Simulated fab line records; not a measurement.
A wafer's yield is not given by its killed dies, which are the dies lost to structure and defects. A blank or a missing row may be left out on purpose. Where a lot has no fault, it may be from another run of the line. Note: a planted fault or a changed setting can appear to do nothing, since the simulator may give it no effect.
Commonality check across tools / flow gf180mcu / 13 lots and 39 wafers in the sample

== WHAT PROMPTED THE OPENING ==
On 2 of the 13 lots, a flag is raised at GF_HV_LDD_CD_MEAS_31 on the reading cd nm. Fault-free wafers read 399.7 nm, with a standard deviation of 2.2.
Rule: a lot is flagged in two cases, either no wafer of it has a number, or all its wafers with numbers fall more than 4 standard deviations from that mean. The other lots count as sound.

lot=L121; measured=day 11 07:40; on=cd sem-02; cd nm (nm), wafer by wafer=401.1 400.7 400.3; flag=
lot=L122; measured=day 11 10:56; on=cd sem-02; cd nm (nm), wafer by wafer=399.6 400.8 398.7; flag=
lot=L124; measured=day 12 09:05; on=cd sem-02; cd nm (nm), wafer by wafer=397.8 397.2 394.6; flag=
lot=L125; measured=day 12 09:51; on=cd sem-02; cd nm (nm), wafer by wafer=398.9 398.1 399.0; flag=
lot=L126; measured=day 12 16:49; on=cd sem-01; cd nm (nm), wafer by wafer=400.4 402.0 401.7; flag=
lot=L130; measured=day 14 19:59; on=cd sem-01; cd nm (nm), wafer by wafer=395.5 394.7 395.7; flag=
lot=L131; measured=day 14 22:57; on=cd sem-01; cd nm (nm), wafer by wafer=400.0 398.0 396.8; flag=
lot=L132; measured=day 15 16:52; on=cd sem-02; cd nm (nm), wafer by wafer=400.9 401.6 397.3; flag=
lot=L135; measured=day 16 09:41; on=cd sem-01; cd nm (nm), wafer by wafer=400.8 398.4 397.1; flag=
lot=L139; measured=day 17 20:41; on=cd sem-02; cd nm (nm), wafer by wafer=423.5 423.2 424.8; flag=FLAGGED
lot=L138; measured=day 17 22:11; on=cd sem-02; cd nm (nm), wafer by wafer=424.2 425.9 426.3; flag=FLAGGED
lot=L143; measured=day 18 17:50; on=cd sem-01; cd nm (nm), wafer by wafer=398.8 401.7 400.3; flag=
lot=L144; measured=day 19 11:25; on=cd sem-02; cd nm (nm), wafer by wafer=399.5 400.8 399.2; flag=
The numbers of the flagged lots are 424.6 nm on average: +24.9 nm against the usual, or +11 standard deviations.

== EACH LOT AND THE TOOL IT RAN ON ==
The record keeps 1 process step preceding the reading, out of 602 steps on the route. In each cell: the tool, then ch and the chambers that the sampled wafers went through, then the start.
lot=L121; flag=; GF_HV_LDD_EXPOSE_28=iline stepper-01 ch 0, day 10 23:10
lot=L122; flag=; GF_HV_LDD_EXPOSE_28=iline stepper-01 ch 0, day 11 02:11
lot=L124; flag=; GF_HV_LDD_EXPOSE_28=iline stepper-02 ch 0, day 12 00:02
lot=L125; flag=; GF_HV_LDD_EXPOSE_28=iline stepper-02 ch 0, day 12 00:36
lot=L126; flag=; GF_HV_LDD_EXPOSE_28=iline stepper-01 ch 0, day 12 07:17
lot=L130; flag=; GF_HV_LDD_EXPOSE_28=iline stepper-01 ch 0, day 14 10:07
lot=L131; flag=; GF_HV_LDD_EXPOSE_28=iline stepper-02 ch 0, day 14 12:41
lot=L132; flag=; GF_HV_LDD_EXPOSE_28=iline stepper-01 ch 0, day 15 06:02
lot=L135; flag=; GF_HV_LDD_EXPOSE_28=iline stepper-01 ch 0, day 15 23:52
lot=L139; flag=FLAGGED; GF_HV_LDD_EXPOSE_28=iline stepper-01 ch 0, day 17 09:14
lot=L138; flag=FLAGGED; GF_HV_LDD_EXPOSE_28=iline stepper-01 ch 0, day 17 10:26
lot=L143; flag=; GF_HV_LDD_EXPOSE_28=iline stepper-02 ch 0, day 18 06:44
lot=L144; flag=; GF_HV_LDD_EXPOSE_28=iline stepper-02 ch 0, day 18 23:25
These steps, and what they do:
- GF_HV_LDD_EXPOSE_28: exposes mask Nplus HV AREA, target cd 400 nm.
- GF_HV_LDD_CD_MEAS_31: target cd 400 nm.

== FLAGGED AGAINST TOTAL, ONE TOOL AT A TIME (gauges that did the reading follow at the end) ==
step=GF_HV_LDD_EXPOSE_28; tool=iline stepper-01; lots run=8; flagged=2; share of the flagged lots=all; sound lots run after its first flagged lot=0
step=GF_HV_LDD_EXPOSE_28; tool=iline stepper-02; lots run=5; flagged=0; share of the flagged lots=none; sound lots run after its first flagged lot=-
step=GF_HV_LDD_CD_MEAS_31; tool=cd sem-01; lots run=5; flagged=0; share of the flagged lots=none; sound lots run after its first flagged lot=-
step=GF_HV_LDD_CD_MEAS_31; tool=cd sem-02; lots run=8; flagged=2; share of the flagged lots=all; sound lots run after its first flagged lot=1 (L144)

== WHAT THE TABLE ALLOWS ==
Table rows that saw every flagged lot: 2, namely iline stepper-01 at GF_HV_LDD_EXPOSE_28 and cd sem-02 at GF_HV_LDD_CD_MEAS_31.
- iline stepper-01 at GF_HV_LDD_EXPOSE_28: 2 of its 8 lots flagged. Its last sound lot is L135 (day 15 23:52), its first flagged lot L139 (day 17 09:14): a fault that began between those two fits. Its own readings (exposure dose mJ cm2) fall more than 4 standard deviations out on all wafers of the flagged lots.
- cd sem-02 at GF_HV_LDD_CD_MEAS_31: 2 of its 8 lots flagged. Sound lots ran on it after the first flagged one (L144), which a lasting fault on the whole tool wouldn't allow.
What remains is a single tool, iline stepper-01 at GF_HV_LDD_EXPOSE_28.

== WHAT THE SIMULATOR PUT IN ==
Process parameters drifting: iline stepper-01 at GF_HV_LDD_EXPOSE_28, beginning at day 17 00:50. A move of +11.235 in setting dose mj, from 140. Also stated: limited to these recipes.
Lots struck among those shown: L139, L138. The rule above found the same.
